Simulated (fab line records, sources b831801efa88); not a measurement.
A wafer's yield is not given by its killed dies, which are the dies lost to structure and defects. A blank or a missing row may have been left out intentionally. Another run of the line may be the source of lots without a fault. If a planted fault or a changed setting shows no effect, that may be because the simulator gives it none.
fab line records :: flow sky130
[record]
  lots = 5
  wafers = 15
  last_day = 50
route steps=708 shown SONOS_TUNNEL@158 SONOS_ONO@168 PAD_OPEN@708
lots that met no fault: taken from a fault-free run of the same line
start_h: the number of hours between the record's first day and the start of the first shown wafer of the lot :: wait_h: how many hours have passed since the lot's step before this one :: " the same as in the row above :: L1.1+2: a row that stands for several wafers :: - either no value or no given start :: * or withheld: withheld :: < > ~ a bound
route shown NAME@n: NAME is a module with steps in the file, n the number in the route of the first one :: usual: mean/standard deviation of fault-free wafers :: same: alike in all rows :: chamber/n: place in a boat :: sites: per-site readings :: _std_site: their standard deviation :: _edge_site: the outer-site mean with the inner-site mean subtracted :: radius_mm: how far each site lies from the wafer's centre :: mask NAME#n: copy n :: behind: the tool/chamber that last shaped the wafer :: hold: why the lot went on hold/how many hours it stayed there/how the hold came to an end :: device: names the non-switching transistor (n, p or np) :: end of line: the same wafers' tests at the end of the route :: a step with no rows: only its recipe :: killed: dies that structure and defects cost at the first sort, which is not the same as the wafer's yield :: map: per-die view of a wafer (x killed, . not killed, _ where there is no die)
set.NAME: the setting as run; set.NAME@STEP: as run at that earlier step :: model.NAME: the simulator's own value behind a step, which no gauge read
lots at selected steps of the route; one table per step, one row per wafer
services: from which hour (start_h, from the record's first day; less than 0 if before it) a tool's chamber was out of use, for how many hours, and why
[[steps]]
[step SKY_SONOS_TUNNEL_EXPOSE_04]
[recipe]
  mask_id = TUNM
  na = 0.6
  source_shape = conventional
  sigma_outer = 0.6
  polarization = unpolarized
  target_cd_nm = 410
  dose_mj = 136
[step SKY_SONOS_TUNNEL_PEB_05]
[recipe]
  temp_c = withheld
  time_s = *
  resist = NOVOLAK
[step SKY_SONOS_TUNNEL_DEVELOP_06]
[recipe]
  resist = NOVOLAK
  developer = TMAH
  develop_time_s = 60
  dev_temp_c = 23
[step SKY_SONOS_TUNNEL_CD_MEAS_07]
[recipe]
  target_cd_nm = 410
[usual]
  cd_nm = 410.0/2.4
lot.wafer: L108.1
tool: cd_sem-01
chamber: -
start_h: 269.13
wait_h: 0.1
cd_nm: 414.2

lot.wafer: L108.5
tool: cd_sem-01
chamber: -
start_h: 269.13
wait_h: 0.1
cd_nm: 411.8

lot.wafer: L108.6
tool: cd_sem-01
chamber: -
start_h: 269.13
wait_h: 0.1
cd_nm: 414.5

lot.wafer: L110.1
tool: cd_sem-02
chamber: -
start_h: 269.26
wait_h: 0.1
cd_nm: 413.4

lot.wafer: L110.2
tool: cd_sem-02
chamber: -
start_h: 269.26
wait_h: 0.1
cd_nm: 413.7

lot.wafer: L110.3
tool: cd_sem-02
chamber: -
start_h: 269.26
wait_h: 0.1
cd_nm: 411.5

lot.wafer: L121.1
tool: cd_sem-01
chamber: -
start_h: 355.73
wait_h: 0.1
cd_nm: 411.6

lot.wafer: L121.4
tool: cd_sem-01
chamber: -
start_h: 355.73
wait_h: 0.1
cd_nm: 410.6

lot.wafer: L121.6
tool: cd_sem-01
chamber: -
start_h: 355.73
wait_h: 0.1
cd_nm: 411.5

lot.wafer: L130.2
tool: cd_sem-01
chamber: -
start_h: 419.32
wait_h: 0.1
cd_nm: 410.5

lot.wafer: L130.3
tool: cd_sem-01
chamber: -
start_h: 419.32
wait_h: 0.1
cd_nm: 409.5

lot.wafer: L130.6
tool: cd_sem-01
chamber: -
start_h: 419.32
wait_h: 0.1
cd_nm: 411.9

lot.wafer: L131.3
tool: cd_sem-01
chamber: -
start_h: 440.20
wait_h: 0.1
cd_nm: 413.6

lot.wafer: L131.5
tool: cd_sem-01
chamber: -
start_h: 440.20
wait_h: 0.1
cd_nm: 409.9

lot.wafer: L131.6
tool: cd_sem-01
chamber: -
start_h: 440.20
wait_h: 0.1
cd_nm: 411.9
[step SKY_SONOS_TUNNEL_OVL_MEAS_08]
[usual]
  SONOS_TUNNEL_OVL = -0.4/1.3
lot.wafer: L108.1
tool: overlay-02
chamber: -
start_h: 269.25
wait_h: 0.1
SONOS_TUNNEL_OVL[nm]: -0.7

lot.wafer: L108.5
tool: overlay-02
chamber: -
start_h: 269.25
wait_h: 0.1
SONOS_TUNNEL_OVL[nm]: 1.8

lot.wafer: L108.6
tool: overlay-02
chamber: -
start_h: 269.25
wait_h: 0.1
SONOS_TUNNEL_OVL[nm]: 1.1

lot.wafer: L110.1
tool: overlay-01
chamber: -
start_h: 269.38
wait_h: 0.1
SONOS_TUNNEL_OVL[nm]: -1.7

lot.wafer: L110.2
tool: overlay-01
chamber: -
start_h: 269.38
wait_h: 0.1
SONOS_TUNNEL_OVL[nm]: -1.0

lot.wafer: L110.3
tool: overlay-01
chamber: -
start_h: 269.38
wait_h: 0.1
SONOS_TUNNEL_OVL[nm]: -1.0

lot.wafer: L121.1
tool: overlay-02
chamber: -
start_h: 355.85
wait_h: 0.1
SONOS_TUNNEL_OVL[nm]: 0.3

lot.wafer: L121.4
tool: overlay-02
chamber: -
start_h: 355.85
wait_h: 0.1
SONOS_TUNNEL_OVL[nm]: -3.8

lot.wafer: L121.6
tool: overlay-02
chamber: -
start_h: 355.85
wait_h: 0.1
SONOS_TUNNEL_OVL[nm]: -1.8

lot.wafer: L130.2
tool: overlay-01
chamber: -
start_h: 419.42
wait_h: 0.1
SONOS_TUNNEL_OVL[nm]: -1.2

lot.wafer: L130.3
tool: overlay-01
chamber: -
start_h: 419.42
wait_h: 0.1
SONOS_TUNNEL_OVL[nm]: -0.9

lot.wafer: L130.6
tool: overlay-01
chamber: -
start_h: 419.42
wait_h: 0.1
SONOS_TUNNEL_OVL[nm]: -1.1

lot.wafer: L131.3
tool: overlay-01
chamber: -
start_h: 440.30
wait_h: 0.1
SONOS_TUNNEL_OVL[nm]: -2.4

lot.wafer: L131.5
tool: overlay-01
chamber: -
start_h: 440.30
wait_h: 0.1
SONOS_TUNNEL_OVL[nm]: -0.4

lot.wafer: L131.6
tool: overlay-01
chamber: -
start_h: 440.30
wait_h: 0.1
SONOS_TUNNEL_OVL[nm]: 1.3
[step SKY_SONOS_TUNNEL_IMPLANT_09]
[recipe]
  species = B
  energy_kev = 20
  dose_cm2 = 1e+12
  tilt_deg = withheld
[step SKY_SONOS_TUNNEL_WET_ETCH_10]
[recipe]
  chemistry = dHF
  target_depth_nm = 14
  target = SiO2
  dilution = 100:1
  temp_c = 25
  time_s = 280
[step SKY_SONOS_TUNNEL_STRIP_11]
[recipe]
  chemistry = SPM
  time_s = 600
  temp_c = 130
[step SKY_SONOS_TUNNEL_TW_MEAS_12]
[usual]
  SONOS_TUNNEL_TW = 197.4/1.4
lot.wafer: L108.1
tool: film_metro-04
chamber: -
start_h: 269.70
wait_h: 0.0
SONOS_TUNNEL_TW: 195.7

lot.wafer: L108.5
tool: film_metro-04
chamber: -
start_h: 269.70
wait_h: 0.0
SONOS_TUNNEL_TW: 196.0

lot.wafer: L108.6
tool: film_metro-04
chamber: -
start_h: 269.70
wait_h: 0.0
SONOS_TUNNEL_TW: 196.9

lot.wafer: L110.1
tool: film_metro-01
chamber: -
start_h: 269.86
wait_h: 0.0
SONOS_TUNNEL_TW: 198.9

lot.wafer: L110.2
tool: film_metro-01
chamber: -
start_h: 269.86
wait_h: 0.0
SONOS_TUNNEL_TW: 199.6

lot.wafer: L110.3
tool: film_metro-01
chamber: -
start_h: 269.86
wait_h: 0.0
SONOS_TUNNEL_TW: 198.9

lot.wafer: L121.1
tool: film_metro-01
chamber: -
start_h: 356.40
wait_h: 0.0
SONOS_TUNNEL_TW: 199.1

lot.wafer: L121.4
tool: film_metro-01
chamber: -
start_h: 356.40
wait_h: 0.0
SONOS_TUNNEL_TW: 199.2

lot.wafer: L121.6
tool: film_metro-01
chamber: -
start_h: 356.40
wait_h: 0.0
SONOS_TUNNEL_TW: 199.3

lot.wafer: L130.2
tool: film_metro-02
chamber: -
start_h: 419.91
wait_h: 0.0
SONOS_TUNNEL_TW: 196.9

lot.wafer: L130.3
tool: film_metro-02
chamber: -
start_h: 419.91
wait_h: 0.0
SONOS_TUNNEL_TW: 197.0

lot.wafer: L130.6
tool: film_metro-02
chamber: -
start_h: 419.91
wait_h: 0.0
SONOS_TUNNEL_TW: 196.4

lot.wafer: L131.3
tool: film_metro-04
chamber: -
start_h: 440.75
wait_h: 0.0
SONOS_TUNNEL_TW: 197.0

lot.wafer: L131.5
tool: film_metro-04
chamber: -
start_h: 440.75
wait_h: 0.0
SONOS_TUNNEL_TW: 196.9

lot.wafer: L131.6
tool: film_metro-04
chamber: -
start_h: 440.75
wait_h: 0.0
SONOS_TUNNEL_TW: 198.2
[step SKY_SONOS_TUNNEL_CLEAN_13]
[recipe]
  chemistry = dHF
  time_s = 20
  dilution = 100:1
  dry = ipa_marangoni
[step SKY_SONOS_ONO_OXIDATION_00]
[recipe]
  temp_c = 800
  ambient = O2
  idle_temp_c = 700
  ramp_up_c_per_min = 10
  ramp_down_c_per_min = 3
  stabilise_s = 600
  purge_s = 300
  target_thk_a = 26
  ox_time_s = 1249
[step SKY_SONOS_ONO_THK_MEAS_01]
[recipe]
  reads = SiO2_of_SONOS_ONO_OXIDATION_00
[usual]
  SONOS_ONO_OXIDATION_THK = 2.58/0.051
lot.wafer: L108.1
tool: film_metro-03
chamber: -
start_h: 273.03
wait_h: 0.0
SONOS_ONO_OXIDATION_THK[nm]: 2.62

lot.wafer: L108.5
tool: film_metro-03
chamber: -
start_h: 273.03
wait_h: 0.0
SONOS_ONO_OXIDATION_THK[nm]: 2.64

lot.wafer: L108.6
tool: film_metro-03
chamber: -
start_h: 273.03
wait_h: 0.0
SONOS_ONO_OXIDATION_THK[nm]: 2.65

lot.wafer: L110.1
tool: film_metro-01
chamber: -
start_h: 273.03
wait_h: 0.0
SONOS_ONO_OXIDATION_THK[nm]: 2.61

lot.wafer: L110.2
tool: film_metro-01
chamber: -
start_h: 273.03
wait_h: 0.0
SONOS_ONO_OXIDATION_THK[nm]: 2.60

lot.wafer: L110.3
tool: film_metro-01
chamber: -
start_h: 273.03
wait_h: 0.0
SONOS_ONO_OXIDATION_THK[nm]: 2.64

lot.wafer: L121.1
tool: film_metro-03
chamber: -
start_h: 359.16
wait_h: 0.0
SONOS_ONO_OXIDATION_THK[nm]: 2.60

lot.wafer: L121.4
tool: film_metro-03
chamber: -
start_h: 359.16
wait_h: 0.0
SONOS_ONO_OXIDATION_THK[nm]: 2.63

lot.wafer: L121.6
tool: film_metro-03
chamber: -
start_h: 359.16
wait_h: 0.0
SONOS_ONO_OXIDATION_THK[nm]: 2.59

lot.wafer: L130.2
tool: film_metro-01
chamber: -
start_h: 421.33
wait_h: 0.0
SONOS_ONO_OXIDATION_THK[nm]: 2.58

lot.wafer: L130.3
tool: film_metro-01
chamber: -
start_h: 421.33
wait_h: 0.0
SONOS_ONO_OXIDATION_THK[nm]: 2.51

lot.wafer: L130.6
tool: film_metro-01
chamber: -
start_h: 421.33
wait_h: 0.0
SONOS_ONO_OXIDATION_THK[nm]: 2.61

lot.wafer: L131.3
tool: film_metro-02
chamber: -
start_h: 442.61
wait_h: 0.0
SONOS_ONO_OXIDATION_THK[nm]: 2.59

lot.wafer: L131.5
tool: film_metro-02
chamber: -
start_h: 442.61
wait_h: 0.0
SONOS_ONO_OXIDATION_THK[nm]: 2.57

lot.wafer: L131.6
tool: film_metro-02
chamber: -
start_h: 442.61
wait_h: 0.0
SONOS_ONO_OXIDATION_THK[nm]: 2.66
[step SKY_SONOS_ONO_CVD_02]
[recipe]
  material = Si3N4
  precursor = DCS/NH3
  target_thk_nm = 10.5
  temp_c = 770
  time_s = 188
  pressure_mtorr = 250
[usual]
  spike_tc_centre_C = 770.3/1.1
  spike_tc_top_C = 783.4/1.1
lot.wafer: L108.1
tool: lpcvd-02
chamber: 1
start_h: 273.09
wait_h: 0.1
spike_tc_centre_C: 771.7
spike_tc_top_C: 783.1
model.Si3N4_of_SONOS_ONO_CVD_02.thk_nm: 10.96

lot.wafer: L108.5
tool: lpcvd-02
chamber: 1
start_h: 273.09
wait_h: 0.1
spike_tc_centre_C: 771.2
spike_tc_top_C: 782.5
model.Si3N4_of_SONOS_ONO_CVD_02.thk_nm: 10.99

lot.wafer: L108.6
tool: lpcvd-02
chamber: 1
start_h: 273.09
wait_h: 0.1
spike_tc_centre_C: 771.0
spike_tc_top_C: 783.3
model.Si3N4_of_SONOS_ONO_CVD_02.thk_nm: 11.03

lot.wafer: L110.1
tool: lpcvd-02
chamber: 0
start_h: 273.09
wait_h: 0.1
spike_tc_centre_C: 770.9
spike_tc_top_C: 785.5
model.Si3N4_of_SONOS_ONO_CVD_02.thk_nm: 10.8

lot.wafer: L110.2
tool: lpcvd-02
chamber: 0
start_h: 273.09
wait_h: 0.1
spike_tc_centre_C: 770.7
spike_tc_top_C: 784.8
model.Si3N4_of_SONOS_ONO_CVD_02.thk_nm: 10.89

lot.wafer: L110.3
tool: lpcvd-02
chamber: 0
start_h: 273.09
wait_h: 0.1
spike_tc_centre_C: 770.2
spike_tc_top_C: 782.1
model.Si3N4_of_SONOS_ONO_CVD_02.thk_nm: 10.89

lot.wafer: L121.1
tool: lpcvd-02
chamber: 1
start_h: 360.37
wait_h: 1.2
spike_tc_centre_C: 768.9
spike_tc_top_C: 782.6
model.Si3N4_of_SONOS_ONO_CVD_02.thk_nm: 15.4

lot.wafer: L121.4
tool: lpcvd-02
chamber: 1
start_h: 360.37
wait_h: 1.2
spike_tc_centre_C: 772.3
spike_tc_top_C: 782.9
model.Si3N4_of_SONOS_ONO_CVD_02.thk_nm: 15.39

lot.wafer: L121.6
tool: lpcvd-02
chamber: 1
start_h: 360.37
wait_h: 1.2
spike_tc_centre_C: 769.7
spike_tc_top_C: 783.2
model.Si3N4_of_SONOS_ONO_CVD_02.thk_nm: 15.39

lot.wafer: L130.2
tool: lpcvd-02
chamber: 0
start_h: 421.38
wait_h: 0.0
spike_tc_centre_C: 769.0
spike_tc_top_C: 785.0
model.Si3N4_of_SONOS_ONO_CVD_02.thk_nm: 10.85

lot.wafer: L130.3
tool: lpcvd-02
chamber: 0
start_h: 421.38
wait_h: 0.0
spike_tc_centre_C: 770.0
spike_tc_top_C: 785.0
model.Si3N4_of_SONOS_ONO_CVD_02.thk_nm: 10.71

lot.wafer: L130.6
tool: lpcvd-02
chamber: 0
start_h: 421.38
wait_h: 0.0
spike_tc_centre_C: 770.0
spike_tc_top_C: 784.3
model.Si3N4_of_SONOS_ONO_CVD_02.thk_nm: 10.77

lot.wafer: L131.3
tool: lpcvd-02
chamber: 1
start_h: 442.65
wait_h: 0.0
spike_tc_centre_C: 769.5
spike_tc_top_C: 782.4
model.Si3N4_of_SONOS_ONO_CVD_02.thk_nm: 10.66

lot.wafer: L131.5
tool: lpcvd-02
chamber: 1
start_h: 442.65
wait_h: 0.0
spike_tc_centre_C: 769.2
spike_tc_top_C: 783.0
model.Si3N4_of_SONOS_ONO_CVD_02.thk_nm: 10.78

lot.wafer: L131.6
tool: lpcvd-02
chamber: 1
start_h: 442.65
wait_h: 0.0
spike_tc_centre_C: 769.9
spike_tc_top_C: 782.2
model.Si3N4_of_SONOS_ONO_CVD_02.thk_nm: 10.8
[step SKY_SONOS_ONO_THK_MEAS_03]
[recipe]
  reads = Si3N4_of_SONOS_ONO_CVD_02
[usual]
  SONOS_ONO_CVD_02_THK = 10.97/0.17
lot.wafer: L110.1
tool: film_metro-03
chamber: -
start_h: 274.67
wait_h: 0.0
hold: -
SONOS_ONO_CVD_02_THK[nm]: 10.77

lot.wafer: L110.2
tool: film_metro-03
chamber: -
start_h: 274.67
wait_h: 0.0
hold: -
SONOS_ONO_CVD_02_THK[nm]: 10.84

lot.wafer: L110.3
tool: film_metro-03
chamber: -
start_h: 274.67
wait_h: 0.0
hold: -
SONOS_ONO_CVD_02_THK[nm]: 10.90

lot.wafer: L108.1
tool: film_metro-02
chamber: -
start_h: 274.69
wait_h: 0.0
hold: -
SONOS_ONO_CVD_02_THK[nm]: 10.92

lot.wafer: L108.5
tool: film_metro-02
chamber: -
start_h: 274.69
wait_h: 0.0
hold: -
SONOS_ONO_CVD_02_THK[nm]: 10.99

lot.wafer: L108.6
tool: film_metro-02
chamber: -
start_h: 274.69
wait_h: 0.0
hold: -
SONOS_ONO_CVD_02_THK[nm]: 11.02

lot.wafer: L121.1
tool: film_metro-02
chamber: -
start_h: 361.42
wait_h: 0.0
hold: await_dispo/0.2h/release
SONOS_ONO_CVD_02_THK[nm]: 15.44

lot.wafer: L121.4
tool: film_metro-02
chamber: -
start_h: 361.42
wait_h: 0.0
hold: await_dispo/0.2h/release
SONOS_ONO_CVD_02_THK[nm]: 15.41

lot.wafer: L121.6
tool: film_metro-02
chamber: -
start_h: 361.42
wait_h: 0.0
hold: await_dispo/0.2h/release
SONOS_ONO_CVD_02_THK[nm]: 15.43

lot.wafer: L121.1
tool: film_metro-02
chamber: -
start_h: 361.65
wait_h: 0.2
hold: -
SONOS_ONO_CVD_02_THK[nm]: 15.41

lot.wafer: L121.4
tool: film_metro-02
chamber: -
start_h: 361.65
wait_h: 0.2
hold: -
SONOS_ONO_CVD_02_THK[nm]: 15.39

lot.wafer: L121.6
tool: film_metro-02
chamber: -
start_h: 361.65
wait_h: 0.2
hold: -
SONOS_ONO_CVD_02_THK[nm]: 15.41

lot.wafer: L130.2
tool: film_metro-03
chamber: -
start_h: 422.44
wait_h: 0.0
hold: -
SONOS_ONO_CVD_02_THK[nm]: 10.86

lot.wafer: L130.3
tool: film_metro-03
chamber: -
start_h: 422.44
wait_h: 0.0
hold: -
SONOS_ONO_CVD_02_THK[nm]: 10.71

lot.wafer: L130.6
tool: film_metro-03
chamber: -
start_h: 422.44
wait_h: 0.0
hold: -
SONOS_ONO_CVD_02_THK[nm]: 10.73

lot.wafer: L131.3
tool: film_metro-02
chamber: -
start_h: 443.72
wait_h: 0.0
hold: -
SONOS_ONO_CVD_02_THK[nm]: 10.69

lot.wafer: L131.5
tool: film_metro-02
chamber: -
start_h: 443.72
wait_h: 0.0
hold: -
SONOS_ONO_CVD_02_THK[nm]: 10.80

lot.wafer: L131.6
tool: film_metro-02
chamber: -
start_h: 443.72
wait_h: 0.0
hold: -
SONOS_ONO_CVD_02_THK[nm]: 10.75
[step SKY_PAD_OPEN_PROBE_99]
[usual]
  killed_at_M0_to_M3 = 44/6.9
  killed_at_M4_up = 3.3/2
  killed_at_contacts = 25/5.4
  killed_at_front_end = 16/4.6
  killed_at_other = 0.2/0.51
  killed_dies = 88/8.9
  killed_open = 48/6.8
  killed_short = 39/5.8
[same]
  gross_dies = 492
  killed_at_back_side = 0
lot.wafer: L110.1
tool: prober-02
chamber: -
start_h: 1091.94
wait_h: 0.1
killed_at_M0_to_M3: 39
killed_at_M4_up: 1
killed_at_contacts: 30
killed_at_front_end: 15
killed_at_other: 0
killed_dies: 85
killed_open: 52
killed_short: 32

lot.wafer: L110.2
tool: prober-02
chamber: -
start_h: 1091.99
wait_h: 0.1
killed_at_M0_to_M3: 44
killed_at_M4_up: 0
killed_at_contacts: 21
killed_at_front_end: 13
killed_at_other: 0
killed_dies: 78
killed_open: 45
killed_short: 33

lot.wafer: L110.3
tool: prober-02
chamber: -
start_h: 1092.04
wait_h: 0.2
killed_at_M0_to_M3: 50
killed_at_M4_up: 1
killed_at_contacts: 28
killed_at_front_end: 22
killed_at_other: 0
killed_dies: 101
killed_open: 52
killed_short: 49

lot.wafer: L108.1
tool: prober-02
chamber: -
start_h: 1094.71
wait_h: 0.1
killed_at_M0_to_M3: 43
killed_at_M4_up: 4
killed_at_contacts: 25
killed_at_front_end: 9
killed_at_other: 0
killed_dies: 81
killed_open: 49
killed_short: 31

lot.wafer: L108.5
tool: prober-02
chamber: -
start_h: 1094.91
wait_h: 0.2
killed_at_M0_to_M3: 46
killed_at_M4_up: 4
killed_at_contacts: 21
killed_at_front_end: 17
killed_at_other: 0
killed_dies: 88
killed_open: 50
killed_short: 38

lot.wafer: L108.6
tool: prober-02
chamber: -
start_h: 1094.96
wait_h: 0.2
killed_at_M0_to_M3: 42
killed_at_M4_up: 7
killed_at_contacts: 27
killed_at_front_end: 13
killed_at_other: 0
killed_dies: 89
killed_open: 46
killed_short: 42

lot.wafer: L121.1
tool: prober-01
chamber: -
start_h: 1153.63
wait_h: 0.1
killed_at_M0_to_M3: 47
killed_at_M4_up: 2
killed_at_contacts: 20
killed_at_front_end: 16
killed_at_other: 2
killed_dies: 87
killed_open: 51
killed_short: 36

lot.wafer: L121.4
tool: prober-01
chamber: -
start_h: 1153.78
wait_h: 0.2
killed_at_M0_to_M3: 44
killed_at_M4_up: 1
killed_at_contacts: 16
killed_at_front_end: 16
killed_at_other: 0
killed_dies: 77
killed_open: 47
killed_short: 30

lot.wafer: L121.6
tool: prober-01
chamber: -
start_h: 1153.88
wait_h: 0.2
killed_at_M0_to_M3: 45
killed_at_M4_up: 3
killed_at_contacts: 22
killed_at_front_end: 14
killed_at_other: 0
killed_dies: 84
killed_open: 46
killed_short: 38
// killed by level:class
L110.1 CONTACT:geometric_particle:open=11 LI_CONTACT:geometric_particle:open=9 VIA3:geometric_particle:open=7 VIA2:geometric_particle:open=7 METAL3:geometric_particle:short=6 POLY_GATE:geometric_particle:open=5 FIELD_ISO:geometric_particle:open=4 CONTACT:geometric_particle:short=4
L110.2 VIA1:geometric_particle:open=11 LI_CONTACT:geometric_particle:open=9 VIA2:geometric_particle:open=9 CONTACT:geometric_particle:open=5 METAL2:geometric_particle:short=5 FIELD_ISO:geometric_particle:short=4 VIA1:geometric_particle:short=4 METAL1:geometric_particle:short=4
L110.3 VIA1:geometric_particle:open=10 LI_CONTACT:geometric_particle:open=9 FIELD_ISO:geometric_particle:open=7 METAL2:geometric_particle:short=7 CONTACT:geometric_particle:open=6 VIA3:geometric_particle:open=6 METAL1:geometric_particle:short=5 VIA2:geometric_particle:open=5
L108.1 VIA1:geometric_particle:open=14 CONTACT:geometric_particle:open=11 METAL2:geometric_particle:short=6 FIELD_ISO:geometric_particle:open=5 VIA1:geometric_particle:short=5 LI_CONTACT:geometric_particle:open=4 LOCAL_INTERCONNECT:geometric_particle:short=4 VIA2:geometric_particle:open=4
L108.5 VIA1:geometric_particle:open=10 METAL1:geometric_particle:short=8 LI_CONTACT:geometric_particle:open=8 VIA3:geometric_particle:open=7 CONTACT:geometric_particle:open=6 FIELD_ISO:geometric_particle:short=5 FIELD_ISO:geometric_particle:open=4 VIA1:geometric_particle:short=4
L108.6 CONTACT:geometric_particle:open=11 VIA1:geometric_particle:open=11 METAL2:geometric_particle:short=9 FIELD_ISO:geometric_particle:open=6 VIA3:geometric_particle:short=5 METAL4:geometric_particle:short=5 POLY_GATE:geometric_particle:short=4 LI_CONTACT:geometric_particle:open=4
L121.1 VIA1:geometric_particle:open=15 CONTACT:geometric_particle:open=7 METAL2:geometric_particle:short=7 POLY_GATE:geometric_particle:open=6 LI_CONTACT:geometric_particle:open=5 VIA3:geometric_particle:open=5 VIA2:geometric_particle:open=4 FIELD_ISO:geometric_particle:open=3
L121.4 VIA1:geometric_particle:open=15 CONTACT:geometric_particle:open=8 POLY_GATE:geometric_particle:open=6 VIA2:geometric_particle:open=6 POLY_GATE:geometric_particle:short=5 LI_CONTACT:geometric_particle:open=4 VIA1:geometric_particle:short=4 METAL3:geometric_particle:short=3
L121.6 VIA1:geometric_particle:open=11 CONTACT:geometric_particle:open=8 VIA2:geometric_particle:open=7 VIA1:geometric_particle:short=6 METAL2:geometric_particle:short=6 POLY_GATE:geometric_particle:open=5 LOCAL_INTERCONNECT:geometric_particle:short=5 METAL1:geometric_particle:short=5
[[services]]
tool: lpcvd-02
chamber: -
start_h: 386.38
hours: 0.5
kind: repair
[[key]]
[first_sign]
  step = SKY_SONOS_ONO_THK_MEAS_03
  reading = visit
  direction = added
[effect]
  step = SKY_SONOS_ONO_THK_MEAS_03
  reading = SONOS_ONO_CVD_02_THK
  direction = up
  sigmas = 26
  usual = 10.97
  struck = 15.43
[model_effect]
  step = SKY_SONOS_ONO_CVD_02
  value = Si3N4_of_SONOS_ONO_CVD_02.thk_nm
  without = 10.97
  struck = 15.39
met_at SKY_SONOS_ONO_CVD_02
struck_wafers L121.1,L121.4,L121.6
tester_left_out L121
onset_between 273.09 360.37
[fault]
  kind = process_parameter_drift
  tool = lpcvd-02
  chamber = 1
  onset_h = 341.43
  steps = SKY_SONOS_ONO_CVD_02
  channel = target_thk_nm
  offset = 4.23
  shape = step
  end_h = 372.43
  acts_in = these_recipes_only
  stated = 10.5
// tester_left_out: of these lots the tester's yield and bins aren't shown, on N5 and GAA mostly nor the transistor test; their killed dies are dies lost to structure and defects alone, not to doping, threshold or leakage, so they don't give the yield
